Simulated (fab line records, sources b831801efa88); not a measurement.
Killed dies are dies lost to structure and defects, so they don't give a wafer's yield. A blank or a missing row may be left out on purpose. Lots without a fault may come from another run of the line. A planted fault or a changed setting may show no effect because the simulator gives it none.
Chamber matching | flow sfq_line | SFQ_TRILAYER_I3_DEP_PECVD_081 on pecvd-02: 3 sister chambers
The step deposits SiO2 from SiH4/N2O, time 111.11 s, target thk 500 nm. 6 wafers are shown with their chamber, then 7 later ones without.

WAFERS WITH THEIR CHAMBER
wafer  | chamber | throttle_valve_pct (%) | rf_fwd_power_W (W)
L190.3 | 2       | 24.5                   | 180.9
L192.1 | 0       | 25.8                   | 182.0
L192.4 | 1       | 26.1                   | 182.0
L192.5 | 0       | 25.4                   | 182.8
L193.1 | 2       | 24.3                   | 181.6
L193.3 | 1       | 26.2                   | 181.8

WAFERS WITHOUT THEIR CHAMBER
wafer  | throttle_valve_pct (%) | rf_fwd_power_W (W)
L193.6 | 25.4                   | 182.6
L200.3 | 24.2                   | 181.3
L200.4 | 24.2                   | 181.2
L200.5 | 26.3                   | 181.8
L207.3 | 26.3                   | 181.9
L207.4 | 26.3                   | 181.8
L207.5 | 25.3                   | 182.7

WHICH CHAMBER EACH WENT THROUGH
wafer  | from the rows above | in truth
L193.6 | 0                   | 0
L200.3 | 2                   | 2
L200.4 | 2                   | 2
L200.5 | 1                   | 1
L207.3 | 1                   | 1
L207.4 | 1                   | 1
L207.5 | 0                   | 0
Placed correctly: 7 of 7. Can't be placed from these rows: 0. Placed wrongly: 0.
How it was worked out, from the rows above alone: a wafer's distance from a chamber is the root of the sum, over the readings, of the square of ((its reading less the chamber's mean) divided by the reading's scatter). The wafer belongs to the nearest chamber; if the next one is less than 2 further off, it can't be placed. A chamber's mean is the mean of its shown wafers. The scatter: the root of (the sum of the squares of (reading less its chamber's mean) over the shown wafers, divided by (wafers less chambers)).
